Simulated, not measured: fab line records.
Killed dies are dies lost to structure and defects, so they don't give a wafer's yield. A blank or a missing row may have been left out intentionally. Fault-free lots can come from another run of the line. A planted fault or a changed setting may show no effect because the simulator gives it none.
Which tool did it? || flow sky130 || 36 wafers from 12 lots sampled at 2 of the route's 708 steps

WHAT THE GAUGES READ, wafer by wafer
SKY_POLY_GATE_THK_MEAS_21.
{"lot": "L639", "measured": "day 17 04:31", "on": "film-metro-01", "POLY_GATE_OXIDATION_THK (nm)": "3.98 4.04 3.94"}
{"lot": "L641", "measured": "day 17 14:59", "on": "film-metro-04", "POLY_GATE_OXIDATION_THK (nm)": "3.77 3.79 3.75"}
{"lot": "L643", "measured": "day 18 12:25", "on": "film-metro-01", "POLY_GATE_OXIDATION_THK (nm)": "3.92 3.94 3.91"}
{"lot": "L646", "measured": "day 19 16:41", "on": "film-metro-04", "POLY_GATE_OXIDATION_THK (nm)": "4.00 4.12 4.07"}
{"lot": "L647", "measured": "day 19 19:26", "on": "film-metro-04", "POLY_GATE_OXIDATION_THK (nm)": "4.09 4.10 4.16"}
{"lot": "L648", "measured": "day 20 05:04", "on": "film-metro-01", "POLY_GATE_OXIDATION_THK (nm)": "4.12 4.16 4.14"}
{"lot": "L649", "measured": "day 20 12:16", "on": "film-metro-03", "POLY_GATE_OXIDATION_THK (nm)": "4.04 4.04 4.05"}
{"lot": "L650", "measured": "day 21 03:21", "on": "film-metro-01", "POLY_GATE_OXIDATION_THK (nm)": "4.15 4.07 4.13"}
{"lot": "L652", "measured": "day 21 16:56", "on": "film-metro-01", "POLY_GATE_OXIDATION_THK (nm)": "4.13 4.09 4.05"}
{"lot": "L653", "measured": "day 22 09:22", "on": "film-metro-04", "POLY_GATE_OXIDATION_THK (nm)": "4.06 4.04 4.06"}
{"lot": "L659", "measured": "day 23 21:26", "on": "film-metro-04", "POLY_GATE_OXIDATION_THK (nm)": "4.08 4.03 4.01"}
{"lot": "L660", "measured": "day 24 09:57", "on": "film-metro-04", "POLY_GATE_OXIDATION_THK (nm)": "4.09 4.06 4.08"}

WHICH TOOL RAN EACH LOT (tool, then ch and the chambers of the sampled wafers, then the start)
{"lot": "L639", "SKY_PWDE_STRIP_09": "plasma-asher-04 ch 1, day 4 10:01"}
{"lot": "L641", "SKY_PWDE_STRIP_09": "plasma-asher-01 ch 0,1, day 4 16:22"}
{"lot": "L643", "SKY_PWDE_STRIP_09": "plasma-asher-04 ch 0,1, day 5 02:53"}
{"lot": "L646", "SKY_PWDE_STRIP_09": "plasma-asher-01 ch 1, day 5 18:22"}
{"lot": "L647", "SKY_PWDE_STRIP_09": "plasma-asher-04 ch 0,1, day 5 22:04"}
{"lot": "L648", "SKY_PWDE_STRIP_09": "plasma-asher-01 ch 0,1, day 6 05:49"}
{"lot": "L649", "SKY_PWDE_STRIP_09": "plasma-asher-01 ch 0,1, day 6 11:32"}
{"lot": "L650", "SKY_PWDE_STRIP_09": "plasma-asher-01 ch 0,1, day 6 17:38"}
{"lot": "L652", "SKY_PWDE_STRIP_09": "plasma-asher-04 ch 0,1, day 7 04:26"}
{"lot": "L653", "SKY_PWDE_STRIP_09": "plasma-asher-04 ch 0,1, day 7 09:34"}
{"lot": "L659", "SKY_PWDE_STRIP_09": "plasma-asher-01 ch 0,1, day 8 19:46"}
{"lot": "L660", "SKY_PWDE_STRIP_09": "plasma-asher-04 ch 0,1, day 9 01:20"}
- SKY_PWDE_STRIP_09: strips in O2/N2.

AS READ BY THE TOOLS THEMSELVES (means over the sampled wafers that have a number; for cases with no such wafer, the mark the record gives instead)
SKY_PWDE_STRIP_09.
{"lot": "L639", "tool": "plasma-asher-04", "drypump-motor-current-A (A)": 5.83, "oes-product-au (a.u.)": 0.724, "strip-time-to-endpoint-s (s)": 36.82}
{"lot": "L641", "tool": "plasma-asher-01", "drypump-motor-current-A (A)": 5.60, "oes-product-au (a.u.)": 0.723, "strip-time-to-endpoint-s (s)": 36.95}
{"lot": "L643", "tool": "plasma-asher-04", "drypump-motor-current-A (A)": 5.74, "oes-product-au (a.u.)": 0.725, "strip-time-to-endpoint-s (s)": 36.75}
{"lot": "L646", "tool": "plasma-asher-01", "drypump-motor-current-A (A)": 6.02, "oes-product-au (a.u.)": 0.720, "strip-time-to-endpoint-s (s)": 36.94}
{"lot": "L647", "tool": "plasma-asher-04", "drypump-motor-current-A (A)": 5.80, "oes-product-au (a.u.)": 0.718, "strip-time-to-endpoint-s (s)": 36.85}
{"lot": "L648", "tool": "plasma-asher-01", "drypump-motor-current-A (A)": 5.61, "oes-product-au (a.u.)": 0.723, "strip-time-to-endpoint-s (s)": 36.92}
{"lot": "L649", "tool": "plasma-asher-01", "drypump-motor-current-A (A)": 5.64, "oes-product-au (a.u.)": 0.724, "strip-time-to-endpoint-s (s)": 36.88}
{"lot": "L650", "tool": "plasma-asher-01", "drypump-motor-current-A (A)": 5.62, "oes-product-au (a.u.)": 0.716, "strip-time-to-endpoint-s (s)": 36.90}
{"lot": "L652", "tool": "plasma-asher-04", "drypump-motor-current-A (A)": 5.78, "oes-product-au (a.u.)": 0.721, "strip-time-to-endpoint-s (s)": 37.00}
{"lot": "L653", "tool": "plasma-asher-04", "drypump-motor-current-A (A)": 5.80, "oes-product-au (a.u.)": 0.722, "strip-time-to-endpoint-s (s)": 36.92}
{"lot": "L659", "tool": "plasma-asher-01", "drypump-motor-current-A (A)": 5.81, "oes-product-au (a.u.)": 0.719, "strip-time-to-endpoint-s (s)": 36.98}
{"lot": "L660", "tool": "plasma-asher-04", "drypump-motor-current-A (A)": 5.79, "oes-product-au (a.u.)": 0.727, "strip-time-to-endpoint-s (s)": 36.98}

THE ANSWER, worked out from the rows above alone
Rule: what is usual is taken from the lots themselves. The widest of any qualifying gaps counts: lots, ordered by their means at a reading, are off when they make up no more than a third of the lots, leave a main group of 4 or more, and stand apart from it by 3 or more times the standard deviation of that group's means. The tables above print the reading to a certain number of digits; a main group whose means all agree to those digits is not used. A lot without any number at a reading at which 4 lots or more have one is off too. All remaining lots with rows at the step are treated as sound. Order of review: gauges by route order, followed by the tools' own readings, for which a lot's mean as printed above is used. At the first step where some lot is off, the reading lying furthest off is the one used; lots without a number count as furthest.
None of the lots is off at any reading shown; this tells nothing.

WHAT WAS PUT IN BY THE SIMULATOR
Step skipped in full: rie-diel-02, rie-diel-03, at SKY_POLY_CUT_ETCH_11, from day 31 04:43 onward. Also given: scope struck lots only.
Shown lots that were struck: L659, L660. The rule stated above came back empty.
